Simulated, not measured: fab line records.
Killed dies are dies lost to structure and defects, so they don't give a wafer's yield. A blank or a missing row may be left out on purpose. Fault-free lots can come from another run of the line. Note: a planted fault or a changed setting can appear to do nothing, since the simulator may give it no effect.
Which tool is to blame? ; flow gf180mcu ; 14 lots with 42 wafers sampled at 4 steps, on a route of 602 steps

== WHAT THE GAUGES SHOWED, per wafer ==
GF_MVPSD_TW_MEAS_11. Usual: MVPSD_TW typically reads 552.0, with standard deviation 2.8.
lot;measured;on;MVPSD_TW;flag
L475;day 5 08:11;film-metro-04;554.3 552.8 556.3;
L476;day 5 11:20;film-metro-04;552.5 555.7 555.4;
L477;day 5 15:42;film-metro-03;552.9 554.4 549.9;
L479;day 6 04:29;film-metro-04;549.9 548.3 552.7;
L480;day 6 08:09;film-metro-03;552.9 553.7 554.6;
L481;day 6 14:26;film-metro-01;548.8 549.9 551.6;
L487;day 8 01:20;film-metro-04;550.9 551.2 552.5;
L489;day 8 12:15;film-metro-01;546.9 546.6 545.5;
L490;day 8 18:23;film-metro-04;552.9 548.3 552.8;
L491;day 9 00:40;film-metro-04;551.8 553.2 552.8;
L493;day 9 14:06;film-metro-04;551.9 554.2 550.1;
L494;day 9 19:36;film-metro-04;552.8 553.6 553.1;
L495;day 9 22:23;film-metro-03;552.0 548.8 551.9;
L496;day 10 10:10;film-metro-04;552.0 551.5 556.4;

GF_POLY_GATE_THK_MEAS_01. Usual: POLY_GATE_CVD_00_THK typically reads 200.0 nm, with standard deviation 1.7.
lot;measured;on;POLY_GATE_CVD_00_THK (nm);flag
L475;day 8 19:01;film-metro-04;203.9 201.8 201.8;
L476;day 8 23:01;film-metro-04;198.5 199.9 199.2;
L477;day 9 04:00;film-metro-02;202.8 203.3 202.8;
L487;day 12 00:05;film-metro-03;201.5 201.6 203.0;
L489;day 12 13:09;film-metro-02;198.1 197.9 197.0;
L490;day 12 18:28;film-metro-04;200.5 199.5 200.2;
L491;day 13 02:35;film-metro-02;199.8 199.2 198.9;
L493;day 13 20:05;film-metro-04;198.2 198.8 199.0;
L494;day 14 01:07;film-metro-04;200.4 200.8 199.0;
L495;day 14 04:56;film-metro-02;199.2 200.4 199.8;
L496;day 14 19:29;film-metro-03;199.2 199.8 198.9;

== WHICH TOOL RAN EACH LOT (tool, then ch and the chambers of the sampled wafers, then the start) ==
lot;GF_VT_IMPLANT_STRIP_42;GF_VT_IMPLANT_WET_ETCH_50
L475;plasma-asher-02 ch 0,1, day 7 20:24;wet-bench-02 ch 2, day 7 21:13
L476;plasma-asher-04 ch 0,1, day 8 00:57;wet-bench-01 ch 0, day 8 01:44
L477;plasma-asher-03 ch 0,1, day 8 04:39;wet-bench-04 ch 1, day 8 05:26
L479;plasma-asher-02 ch 1, day 8 20:09;wet-bench-04 ch 1, day 8 20:56
L480;plasma-asher-04 ch 0,1, day 9 01:11;wet-bench-02 ch 1, day 9 01:56
L481;plasma-asher-03 ch 0,1, day 9 06:32;wet-bench-01 ch 2, day 9 07:19
L487;plasma-asher-02 ch 0,1, day 10 22:26;wet-bench-01 ch 0, day 10 23:13
L489;plasma-asher-03 ch 0,1, day 11 10:39;wet-bench-01 ch 0, day 11 11:26
L490;plasma-asher-03 ch 0,1, day 11 17:38;wet-bench-04 ch 2, day 11 18:26
L491;plasma-asher-04 ch 0,1, day 12 01:45;wet-bench-02 ch 2, day 12 02:33
L493;plasma-asher-04 ch 0,1, day 12 16:15;wet-bench-01 ch 0, day 12 17:08
L494;plasma-asher-04 ch 0,1, day 12 22:30;wet-bench-04 ch 2, day 12 23:23
L495;plasma-asher-04 ch 0,1, day 13 01:41;wet-bench-02 ch 3, day 13 02:34
L496;plasma-asher-04 ch 0,1, day 13 13:47;wet-bench-04 ch 2, day 13 14:32
- GF_VT_IMPLANT_STRIP_42: strips in O2/N2.
- GF_VT_IMPLANT_WET_ETCH_50: etches SiO2 in dHF, target depth 20 nm, time 400 s.

== AS READ BY THE TOOLS THEMSELVES (means over the sampled wafers that have a number; for cases with no such wafer, the mark the record gives instead) ==
GF_VT_IMPLANT_STRIP_42. Usual: chamber-pressure-mTorr 1500.2 mTorr, standard deviation 1.4; drypump-motor-current-A 5.3 A, standard deviation 0.6; heater-power-w 347 W, standard deviation 33; o2-flow-sccm 3001 sccm, standard deviation 7.9; oes-product-au 0.716 a.u., standard deviation 0.0045; strip-time-to-endpoint-s 12.63 s, standard deviation 0.034.
lot;tool;chamber-pressure-mTorr (mTorr);drypump-motor-current-A (A);heater-power-w (W);o2-flow-sccm (sccm);oes-product-au (a.u.);strip-time-to-endpoint-s (s);flag
L475;plasma-asher-02;1501.6;5.7;344;3000;0.715;12.62;
L476;plasma-asher-04;1500.6;5.8;369;3000;0.713;12.63;
L477;plasma-asher-03;1499.8;4.8;333;2997;0.715;12.65;
L479;plasma-asher-02;1500.0;6.2;328;3007;0.719;12.62;
L480;plasma-asher-04;1500.3;5.4;370;3000;0.715;12.58;
L481;plasma-asher-03;1500.6;4.8;304;3007;0.716;12.57;
L487;plasma-asher-02;1500.8;5.7;338;3001;0.716;12.63;
L489;plasma-asher-03;1499.7;4.8;304;3001;0.712;12.64;
L490;plasma-asher-03;1499.6;4.8;305;3007;0.720;12.66;
L491;plasma-asher-04;1499.0;5.4;364;3003;0.718;12.61;
L493;plasma-asher-04;1501.1;5.4;360;3003;0.717;12.64;
L494;plasma-asher-04;1500.9;5.7;369;3006;0.718;12.63;
L495;plasma-asher-04;1500.8;5.5;360;3006;0.717;12.64;
L496;plasma-asher-04;1498.4;5.4;365;2996;0.715;12.62;

GF_VT_IMPLANT_WET_ETCH_50. Usual: bath-heat-duty-pct 6.5 %, standard deviation 0.61; run-length-s 429 s, standard deviation 4.1.
lot;tool;bath-heat-duty-pct (%);run-length-s (s);flag
L475;wet-bench-02;6.2;426;
L476;wet-bench-01;6.5;424;
L477;wet-bench-04;6.2;425;
L479;wet-bench-04;-;-;OFF
L480;wet-bench-02;-;-;OFF
L481;wet-bench-01;-;-;OFF
L487;wet-bench-01;6.3;424;
L489;wet-bench-01;6.9;425;
L490;wet-bench-04;6.9;432;
L491;wet-bench-02;6.5;434;
L493;wet-bench-01;6.7;432;
L494;wet-bench-04;6.4;433;
L495;wet-bench-02;7.2;432;
L496;wet-bench-04;6.4;425;

== THE ANSWER, worked out from the rows above alone ==
Rule: take the mean of a lot's wafers that have a number; if it is more than 3 standard deviations from the usual mean, the lot is off. Also off: a lot with no number at a reading for which 4 or more lots have one. Any other lot the step has rows for is counted as sound. First the gauges in route order, then the tools' own readings, where a lot's mean is used as printed above. The first step at which some lot is off is used, and at that step the reading that is off furthest; a lot without a number counts as furthest.
Off: L479, L480, L481 (GF_VT_IMPLANT_WET_ETCH_50, bath-heat-duty-pct). Without a number there: L479, L480, L481.
A tool fits if, at that step or a process step before it, it ran every lot that is off, and no sound lot after the first of them. Not one of the candidates tried fits.

== WHAT THE SIMULATOR HAD PUT IN ==
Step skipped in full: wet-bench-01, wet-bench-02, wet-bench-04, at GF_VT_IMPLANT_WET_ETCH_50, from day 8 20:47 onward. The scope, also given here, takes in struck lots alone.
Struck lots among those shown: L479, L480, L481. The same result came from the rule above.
